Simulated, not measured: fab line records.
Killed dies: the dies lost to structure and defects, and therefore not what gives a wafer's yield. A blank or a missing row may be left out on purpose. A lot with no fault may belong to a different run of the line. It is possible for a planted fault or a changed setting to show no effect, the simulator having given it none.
A lot that was struck, set against a sound lot	flow sky130	15 steps out of a route of 708
Sound: these wafers, L216.3, L216.4, L216.6. Wafers struck: L223.2, L223.5, L223.6. The cause comes at the end.
Each step with rows lists, per side, the tool, then ch with its chambers, then its first start. Under that, the readings that differ: sound wafers	struck wafers	difference of the means	sigmas: that difference in standard deviations of wafers without a fault.
alike: words and numbers the same on both sides, and readings whose means are apart by under 2 such deviations; not compared: readings that were withheld, readings missing a value for some wafer, numbers with overlapping values and no deviation given by the record, and bounds like >300 which may hide the same value.
The two part at a step that has a row with sigmas, a row that says differs or no value, or rows on one side only. Numbers that have no deviation but don't overlap get no sigmas and don't part them. Lack of a reading on every wafer of one side parts them only where that side has two or more wafers.

first, 1 step without rows for these wafers: SKY_VIA4_CMP_21 (polishes, stops on SiO2, t overpolish 25 s, target thk 0 nm).
SKY_METAL5_SPUTTER_00: material Ti, target thk 15 nm, time 10 s.
  sound: pvd sputter-01 at day 43 17:08; struck: pvd sputter-02 at day 45 12:17
  alike: chamber pressure pa, throttle valve pct
SKY_METAL5_SPUTTER_01: material TiN, target thk 20 nm, time 16.7 s.
  sound: pvd sputter-01 at day 43 17:10; struck: pvd sputter-02 at day 45 12:19
  alike: chamber pressure pa, throttle valve pct
SKY_METAL5_SPUTTER_02: material AlCu, target thk 1150 nm, time 61.2 s.
  sound: pvd sputter-01 at day 43 17:11; struck: pvd sputter-02 at day 45 12:20
  alike: chamber pressure pa, throttle valve pct
SKY_METAL5_SPUTTER_03: material Ti, target thk 5 nm, time 3.3 s.
  sound: pvd sputter-01 at day 43 17:14; struck: pvd sputter-02 at day 45 12:23
  alike: chamber pressure pa, throttle valve pct
SKY_METAL5_SPUTTER_04: material TiN, target thk 70 nm, time 58.3 s.
  sound: pvd sputter-01 at day 43 17:15; struck: pvd sputter-02 at day 45 12:25
  alike: chamber pressure pa, throttle valve pct
SKY_METAL5_RS_MEAS_05: the measuring method here is four-point-probe.
  sound: film metro-03 at day 43 17:20; struck: film metro-01 at day 45 12:29
  alike: METAL5_ALCU_RS
SKY_METAL5_THK_MEAS_06: measures by xrf.
  sound: film metro-03 at day 43 17:26; struck: film metro-01 at day 45 12:35
  alike: METAL5_ALCU_THK
then, 4 steps without rows for these wafers: SKY_METAL5_DEHYDRATE_07 (time 60 s); SKY_METAL5_HMDS_08 (prime time 60 s); SKY_METAL5_COAT_09 (resist thk 1800 nm); SKY_METAL5_SOFTBAKE_10 (time 60 s).
SKY_METAL5_EXPOSE_11: exposes mask MM5, target cd 1600 nm.
  sound on iline stepper-01 ch 0, day 44 04:10; struck on iline stepper-01 ch 0, day 45 22:26
reading	sound	struck	difference	sigmas
model.METAL5.overlay x nm (nm)	0.6915 0.6915 0.6915	322.3 322.3 322.3	+321.6	
  alike: mask
following that, these wafers have no rows for 1 step: SKY_METAL5_PEB_12.
-- the record jumps here: 2 days lie between the struck wafers' starts before and after (it left off in module METAL5 and takes up again in module PAD_OPEN, whose first step shown is number 708 of the route) --
SKY_PAD_OPEN_PROBE_99:
  sound: prober-02 at day 46 13:49; struck: prober-01 at day 48 03:33
reading	sound	struck	difference	sigmas
model.etest.via4 chain.rc ohm	0.7877 0.7914 0.8271	0.9261 0.8757 0.9315	+0.1090	
  alike: defect limited yield, killed_at_M0_to_M3, killed_at_M4_up, killed at contacts, killed at front end, killed at other, killed dies, killed open, killed short, sort_bin_3_pad_short, sort_bin_5_function, sort_bin_6_memory, sort n pass, sort yield pct

## WHERE THEY PART
Nowhere in this record.

WHY: what had been put in by the simulator
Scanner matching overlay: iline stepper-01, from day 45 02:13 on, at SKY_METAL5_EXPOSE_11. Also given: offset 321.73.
